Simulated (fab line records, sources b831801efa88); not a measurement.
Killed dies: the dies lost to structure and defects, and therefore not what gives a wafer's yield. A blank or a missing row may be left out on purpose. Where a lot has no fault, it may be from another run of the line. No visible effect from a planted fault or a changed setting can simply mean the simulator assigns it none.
The tool behind it: which one? / flow gf180mcu / 14 lots, 42 wafers sampled, at 3 steps of a route of 602

## WHAT EACH GAUGE READ, for each wafer
GF_VT_IMPLANT_OVL_MEAS_40. Usual: VT_IMPLANT_03_OVL typically reads 0.3 nm, with standard deviation 1.5.
lot=L817; measured=day 7 11:54; on=overlay-01; VT_IMPLANT_03_OVL (nm)=-1.2 -0.8 -0.4; flag=
lot=L819; measured=day 8 02:45; on=overlay-02; VT_IMPLANT_03_OVL (nm)=-2.3 -1.3 -3.1; flag=
lot=L820; measured=day 8 06:01; on=overlay-01; VT_IMPLANT_03_OVL (nm)=0.1 0.2 -0.6; flag=
lot=L822; measured=day 9 02:46; on=overlay-01; VT_IMPLANT_03_OVL (nm)=0.0 -1.9 -2.6; flag=
lot=L823; measured=day 9 05:32; on=overlay-01; VT_IMPLANT_03_OVL (nm)=0.5 2.3 1.2; flag=
lot=L824; measured=day 9 12:08; on=overlay-01; VT_IMPLANT_03_OVL (nm)=2.8 0.0 1.7; flag=
lot=L828; measured=day 10 11:00; on=overlay-01; VT_IMPLANT_03_OVL (nm)=- - -; flag=OFF
lot=L829; measured=day 10 18:13; on=overlay-01; VT_IMPLANT_03_OVL (nm)=- - -; flag=OFF
lot=L834; measured=day 12 05:43; on=overlay-02; VT_IMPLANT_03_OVL (nm)=-1.7 -2.1 -0.8; flag=
lot=L835; measured=day 12 10:27; on=overlay-02; VT_IMPLANT_03_OVL (nm)=-0.7 -0.2 -0.3; flag=
lot=L836; measured=day 12 18:36; on=overlay-01; VT_IMPLANT_03_OVL (nm)=0.9 -0.2 0.1; flag=
lot=L838; measured=day 13 12:04; on=overlay-01; VT_IMPLANT_03_OVL (nm)=2.6 1.7 2.5; flag=
lot=L839; measured=day 13 16:23; on=overlay-01; VT_IMPLANT_03_OVL (nm)=1.2 1.0 0.5; flag=
lot=L840; measured=day 13 20:39; on=overlay-01; VT_IMPLANT_03_OVL (nm)=1.8 3.5 1.6; flag=

GF_DUAL_GATE_THK_MEAS_03. Usual: DUAL_GATE_OXIDATION_00_THK typically reads 10.83 nm, with standard deviation 0.21.
lot=L817; measured=day 7 15:41; on=film-metro-03; DUAL_GATE_OXIDATION_00_THK (nm)=10.75 10.69 10.66; flag=
lot=L819; measured=day 8 13:02; on=film-metro-03; DUAL_GATE_OXIDATION_00_THK (nm)=10.66 10.87 10.62; flag=
lot=L820; measured=day 8 13:03; on=film-metro-02; DUAL_GATE_OXIDATION_00_THK (nm)=10.89 10.87 10.84; flag=
lot=L822; measured=day 9 06:05; on=film-metro-04; DUAL_GATE_OXIDATION_00_THK (nm)=10.93 10.94 10.93; flag=
lot=L823; measured=day 9 10:14; on=film-metro-04; DUAL_GATE_OXIDATION_00_THK (nm)=10.54 10.64 10.45; flag=
lot=L824; measured=day 9 15:40; on=film-metro-03; DUAL_GATE_OXIDATION_00_THK (nm)=10.94 11.04 10.82; flag=
lot=L834; measured=day 12 08:20; on=film-metro-03; DUAL_GATE_OXIDATION_00_THK (nm)=11.00 10.92 11.17; flag=
lot=L835; measured=day 12 14:40; on=film-metro-03; DUAL_GATE_OXIDATION_00_THK (nm)=10.76 10.88 10.71; flag=
lot=L836; measured=day 12 22:40; on=film-metro-04; DUAL_GATE_OXIDATION_00_THK (nm)=11.25 11.33 11.17; flag=
lot=L838; measured=day 13 16:05; on=film-metro-04; DUAL_GATE_OXIDATION_00_THK (nm)=10.79 10.76 10.48; flag=
lot=L839; measured=day 13 19:32; on=film-metro-03; DUAL_GATE_OXIDATION_00_THK (nm)=10.74 10.42 10.63; flag=
lot=L840; measured=day 13 23:16; on=film-metro-02; DUAL_GATE_OXIDATION_00_THK (nm)=10.57 10.95 10.89; flag=

## EACH LOT AND THE TOOL THAT RAN IT (in order: tool; ch and the chambers of the sampled wafers; start)
lot=L817; GF_VT_IMPLANT_COAT_35=litho-track-03 ch 0, day 7 03:56
lot=L819; GF_VT_IMPLANT_COAT_35=litho-track-04 ch 0, day 7 19:09
lot=L820; GF_VT_IMPLANT_COAT_35=litho-track-04 ch 0, day 7 21:27
lot=L822; GF_VT_IMPLANT_COAT_35=litho-track-04 ch 0, day 8 17:54
lot=L823; GF_VT_IMPLANT_COAT_35=litho-track-02 ch 0, day 8 20:41
lot=L824; GF_VT_IMPLANT_COAT_35=litho-track-04 ch 0, day 9 03:24
lot=L828; GF_VT_IMPLANT_COAT_35=litho-track-02, day 10 02:11
lot=L829; GF_VT_IMPLANT_COAT_35=litho-track-03, day 10 08:53
lot=L834; GF_VT_IMPLANT_COAT_35=litho-track-04 ch 0, day 11 19:45
lot=L835; GF_VT_IMPLANT_COAT_35=litho-track-02 ch 0, day 12 00:14
lot=L836; GF_VT_IMPLANT_COAT_35=litho-track-04 ch 0, day 12 09:05
lot=L838; GF_VT_IMPLANT_COAT_35=litho-track-04 ch 0, day 13 02:28
lot=L839; GF_VT_IMPLANT_COAT_35=litho-track-04 ch 0, day 13 06:11
lot=L840; GF_VT_IMPLANT_COAT_35=litho-track-04 ch 0, day 13 10:32
- GF_VT_IMPLANT_COAT_35: resist thk 1000 nm.

## AS READ BY THE TOOLS THEMSELVES (means over the sampled wafers that have a number; for cases with no such wafer, the mark the record gives instead)
GF_VT_IMPLANT_COAT_35. Usual: chill-plate-temp-C 22.98 C, standard deviation 0.11; dispense-pressure-kPa 49 kPa, standard deviation 4.2.
lot=L817; tool=litho-track-03; chill-plate-temp-C (C)=22.97; dispense-pressure-kPa (kPa)=42; flag=
lot=L819; tool=litho-track-04; chill-plate-temp-C (C)=22.94; dispense-pressure-kPa (kPa)=49; flag=
lot=L820; tool=litho-track-04; chill-plate-temp-C (C)=22.99; dispense-pressure-kPa (kPa)=49; flag=
lot=L822; tool=litho-track-04; chill-plate-temp-C (C)=22.94; dispense-pressure-kPa (kPa)=49; flag=
lot=L823; tool=litho-track-02; chill-plate-temp-C (C)=22.96; dispense-pressure-kPa (kPa)=54; flag=
lot=L824; tool=litho-track-04; chill-plate-temp-C (C)=22.91; dispense-pressure-kPa (kPa)=49; flag=
lot=L828; tool=litho-track-02; chill-plate-temp-C (C)=-; dispense-pressure-kPa (kPa)=-; flag=OFF
lot=L829; tool=litho-track-03; chill-plate-temp-C (C)=-; dispense-pressure-kPa (kPa)=-; flag=OFF
lot=L834; tool=litho-track-04; chill-plate-temp-C (C)=23.07; dispense-pressure-kPa (kPa)=49; flag=
lot=L835; tool=litho-track-02; chill-plate-temp-C (C)=22.93; dispense-pressure-kPa (kPa)=54; flag=
lot=L836; tool=litho-track-04; chill-plate-temp-C (C)=22.96; dispense-pressure-kPa (kPa)=49; flag=
lot=L838; tool=litho-track-04; chill-plate-temp-C (C)=23.03; dispense-pressure-kPa (kPa)=49; flag=
lot=L839; tool=litho-track-04; chill-plate-temp-C (C)=22.94; dispense-pressure-kPa (kPa)=49; flag=
lot=L840; tool=litho-track-04; chill-plate-temp-C (C)=22.93; dispense-pressure-kPa (kPa)=49; flag=

## THE ANSWER, worked out from the rows above alone
Rule: a lot is off if the mean of its wafers that have a number lies more than 3 standard deviations from the usual mean. Also off: a lot with no number at a reading for which 4 or more lots have one. Any other lot the step has rows for is counted as sound. First the gauges in route order, then the tools' own readings, where a lot's mean is used as printed above. At the first step where some lot is off, the reading lying furthest off is the one used; lots without a number count as furthest.
Off: L828, L829, seen at GF_VT_IMPLANT_OVL_MEAS_40 (VT_IMPLANT_03_OVL). Without a number there: L828, L829.
A tool fits if, at a process step before that reading, it ran every lot that is off, and no sound lot after the first of them. The gauges at GF_VT_IMPLANT_OVL_MEAS_40 aren't tried: what is off there is off at GF_VT_IMPLANT_COAT_35 too, on other tools, and a gauge's error can't cause that. No candidate that was tried fits.

## WHAT WAS PUT IN BY THE SIMULATOR
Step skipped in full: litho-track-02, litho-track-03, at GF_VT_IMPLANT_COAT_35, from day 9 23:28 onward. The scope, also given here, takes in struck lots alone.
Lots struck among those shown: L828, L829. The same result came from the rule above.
